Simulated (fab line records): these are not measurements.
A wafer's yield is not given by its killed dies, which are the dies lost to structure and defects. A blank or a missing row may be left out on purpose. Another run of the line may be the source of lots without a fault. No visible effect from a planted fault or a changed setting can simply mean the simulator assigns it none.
8D (eight disciplines) problem report, filled in by code -- flow sky130 -- the parts of the form that need people (team, actions taken, sign-off) are left out

## 1. WHAT IS WRONG
Wafers without a fault read 23.01 C, standard deviation 0.12; developer-temp-C at SKY_SD_N_DEVELOP_06 reads a mean of 24.00 C on 6 wafers belonging to 2 lots. That is +8.3 standard deviations from the usual mean.
The step: develop time 60 s.
Earliest sighting: wafer L158.1 on litho-track-04 at day 29 03:31. The record holds 42 wafers of 14 lots with a number at this step. Rule for "out" (also "out of limits"): further than 4 standard deviations from the usual mean. All remaining wafers that have a number are taken as sound.

## 2. WHAT IT IS; WHAT IT IS NOT
question,is,is not
which readings at this step,developer-temp-C,exhaust-pa
which lots,"L158, L159","L155, L168, L169, L170, L171, L172, L173, L174, L175, L176, L177, L178"
which wafers of those lots,all that have a number,-
read on which tools,litho-track-04,"litho-track-01, litho-track-02"
when,from day 29 03:31,"up to then (3 sound wafers); but 33 sound wafers of L168, L169, L170, L171, L172, L173, L174, L175, L176, L177, L178 came after"

## 3. THE SUSPECTS, EACH WITH WHAT RULES IT OUT
Counting: a tool at any process step up to the reading remains a suspect when it ran all the lots that are out and ran no sound lot after the first of those.
- plasma-asher-03 at SKY_SD_P_STRIP_10 (strips in O2/N2): ruled out as a lasting fault. After its first lot that is out, L158 (day 26 19:28), sound lots L170, L174, L177, L175, L178 ran on it.
- litho-track-04 at SKY_SD_N_DEVELOP_06 (develop time 60 s): ruled out as a lasting fault. After its first lot that is out, L158 (day 29 03:31), sound lots L168, L169, L172, L173, L176, L178 ran on it.
Left after counting: nothing in the record.

## 4. THE CAUSE (what the simulator had put in)
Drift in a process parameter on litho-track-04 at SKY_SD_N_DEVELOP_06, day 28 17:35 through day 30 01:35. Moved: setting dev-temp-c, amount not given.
Counting ruled it out, wrongly.

## 5. THE CHAIN OF EFFECTS, in route order
Each row: a reading whose mean over the struck wafers that have a number lies more than 3 standard deviations from the usual. Only readings whose record carries a usual standard deviation are examined. hours: median over the lots of the time between each lot's start at the first step of this table that gives one and its start at this step. sigmas: the change, counted in usual standard deviations.
hours,step,reading,usual,on struck wafers,change,sigmas
0,SKY_SD_N_DEVELOP_06,developer-temp-C,23.01 C,24.00,+0.99,+8.3
It contains these process steps:
- SKY_SD_N_DEVELOP_06: develop time 60 s.

## 6. WHAT WOULD HAVE CAUGHT IT SOONER
10 hours passed between the start of the fault at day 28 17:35 and the first reading out of limits in this record, taken at day 29 03:31.
